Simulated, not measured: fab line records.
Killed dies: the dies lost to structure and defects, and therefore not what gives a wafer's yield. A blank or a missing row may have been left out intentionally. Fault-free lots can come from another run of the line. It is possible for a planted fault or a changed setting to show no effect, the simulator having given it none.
Chamber matching :: flow sky130 :: cmp-01 running SKY_FIELD_ISO_CMP_27: 4 sister chambers
The step polishes, stops on Si3N4, t overpolish 16 s, target thk 457.8 nm. 27 wafers are shown with their chamber, then 12 later ones without.

## WAFERS PAIRED WITH THEIR CHAMBERS
wafer: L074.3
chamber: 1
motor current A (A): 10.8
time to endpoint s (s): 108
overpolish run s (s): 15.993

wafer: L074.5
chamber: 1
motor current A (A): 11.0
time to endpoint s (s): 109
overpolish run s (s): 16.014

wafer: L074.6
chamber: 2
motor current A (A): 14.1
time to endpoint s (s): 114
overpolish run s (s): 16.001

wafer: L075.1
chamber: 3
motor current A (A): 11.3
time to endpoint s (s): 117
overpolish run s (s): 15.993

wafer: L075.4
chamber: 2
motor current A (A): 14.3
time to endpoint s (s): 113
overpolish run s (s): 16.004

wafer: L075.6
chamber: 0
motor current A (A): 9.9
time to endpoint s (s): 109
overpolish run s (s): 15.990

wafer: L076.1
chamber: 0
motor current A (A): 10.1
time to endpoint s (s): 106
overpolish run s (s): 16.005

wafer: L076.2
chamber: 3
motor current A (A): 11.1
time to endpoint s (s): 114
overpolish run s (s): 15.997

wafer: L076.6
chamber: 0
motor current A (A): 10.2
time to endpoint s (s): 107
overpolish run s (s): 15.998

wafer: L077.1
chamber: 0
motor current A (A): 9.9
time to endpoint s (s): 111
overpolish run s (s): 16.004

wafer: L077.4
chamber: 3
motor current A (A): 10.8
time to endpoint s (s): 121
overpolish run s (s): 15.992

wafer: L077.5
chamber: 0
motor current A (A): 10.0
time to endpoint s (s): 110
overpolish run s (s): 15.990

wafer: L079.3
chamber: 0
motor current A (A): 10.2
time to endpoint s (s): 110
overpolish run s (s): 15.982

wafer: L079.4
chamber: 1
motor current A (A): 10.8
time to endpoint s (s): 103
overpolish run s (s): 16.010

wafer: L079.5
chamber: 3
motor current A (A): 11.2
time to endpoint s (s): 122
overpolish run s (s): 15.999

wafer: L080.2
chamber: 1
motor current A (A): 11.1
time to endpoint s (s): 109
overpolish run s (s): 16.006

wafer: L080.5
chamber: 1
motor current A (A): 11.0
time to endpoint s (s): 108
overpolish run s (s): 16.005

wafer: L080.6
chamber: 0
motor current A (A): 10.0
time to endpoint s (s): 110
overpolish run s (s): 16.008

wafer: L085.3
chamber: 2
motor current A (A): 14.4
time to endpoint s (s): 112
overpolish run s (s): 16.009

wafer: L085.5
chamber: 0
motor current A (A): 10.1
time to endpoint s (s): 106
overpolish run s (s): 15.990

wafer: L085.6
chamber: 1
motor current A (A): 10.4
time to endpoint s (s): 104
overpolish run s (s): 15.993

wafer: L087.2
chamber: 3
motor current A (A): 10.9
time to endpoint s (s): 120
overpolish run s (s): 16.008

wafer: L087.3
chamber: 2
motor current A (A): 14.1
time to endpoint s (s): 120
overpolish run s (s): 15.996

wafer: L087.5
chamber: 0
motor current A (A): 10.1
time to endpoint s (s): 110
overpolish run s (s): 16.004

wafer: L088.1
chamber: 2
motor current A (A): 13.2
time to endpoint s (s): 111
overpolish run s (s): 16.011

wafer: L088.2
chamber: 0
motor current A (A): 10.1
time to endpoint s (s): 108
overpolish run s (s): 16.002

wafer: L088.4
chamber: 1
motor current A (A): 10.6
time to endpoint s (s): 105
overpolish run s (s): 16.003

SIGNATURES (means of the wafers above)
reading: motor current A
chamber 0: 10.060
chamber 1: 10.814
chamber 2: 14.020
chamber 3: 11.060
scatter within a chamber: 0.26

reading: time to endpoint s
chamber 0: 108.70
chamber 1: 106.57
chamber 2: 114.00
chamber 3: 118.80
scatter within a chamber: 2.64

reading: overpolish run s
chamber 0: 15.99730
chamber 1: 16.00343
chamber 2: 16.00420
chamber 3: 15.99780
scatter within a chamber: 0.00772
Rule: distance of a wafer from a chamber = root of the sum over the readings of ((wafer's reading minus chamber's mean) / reading's scatter) squared. If the next closest chamber is less than 2 further off than the closest, the wafer can't be placed; otherwise it belongs to the closest. How the scatter is found: for the shown wafers, subtract from each reading the mean of its chamber, square and add these, divide the total by (wafers less chambers), then take the root.

## WAFERS WITH NO CHAMBER GIVEN
wafer: L093.1
motor current A (A): 11.5
time to endpoint s (s): 108
overpolish run s (s): 16.010

wafer: L093.2
motor current A (A): 12.9
time to endpoint s (s): 121
overpolish run s (s): 15.986

wafer: L093.6
motor current A (A): 10.9
time to endpoint s (s): 109
overpolish run s (s): 16.004

wafer: L094.1
motor current A (A): 10.4
time to endpoint s (s): 109
overpolish run s (s): 15.995

wafer: L094.3
motor current A (A): 14.8
time to endpoint s (s): 113
overpolish run s (s): 16.008

wafer: L094.6
motor current A (A): 10.7
time to endpoint s (s): 106
overpolish run s (s): 15.998

wafer: L095.1
motor current A (A): 9.8
time to endpoint s (s): 108
overpolish run s (s): 16.010

wafer: L095.3
motor current A (A): 11.0
time to endpoint s (s): 109
overpolish run s (s): 15.998

wafer: L095.5
motor current A (A): 10.3
time to endpoint s (s): 111
overpolish run s (s): 15.987

wafer: L096.3
motor current A (A): 10.1
time to endpoint s (s): 117
overpolish run s (s): 15.988

wafer: L096.5
motor current A (A): 13.4
time to endpoint s (s): 121
overpolish run s (s): 16.000

wafer: L096.6
motor current A (A): 11.3
time to endpoint s (s): 124
overpolish run s (s): 16.006

## WHICH CHAMBER EACH ONE RAN IN
wafer: L093.1
from the rows above: can't be placed: 1 or 3
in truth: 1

wafer: L093.2
from the rows above: can't be placed: 2 or 3
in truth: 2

wafer: L093.6
from the rows above: 1
in truth: 1

wafer: L094.1
from the rows above: can't be placed: 0 or 1
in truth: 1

wafer: L094.3
from the rows above: 2
in truth: 2

wafer: L094.6
from the rows above: can't be placed: 1 or 0
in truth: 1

wafer: L095.1
from the rows above: 0
in truth: 0

wafer: L095.3
from the rows above: 1
in truth: 1

wafer: L095.5
from the rows above: can't be placed: 0 or 1
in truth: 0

wafer: L096.3
from the rows above: can't be placed: 0 or 3 or 1
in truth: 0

wafer: L096.5
from the rows above: 2
in truth: 2

wafer: L096.6
from the rows above: 3
in truth: 3
Correctly placed: 6 of 12. Can't be placed from these rows: 6 (the true chamber is among the candidates in 6). 0 placed wrongly.
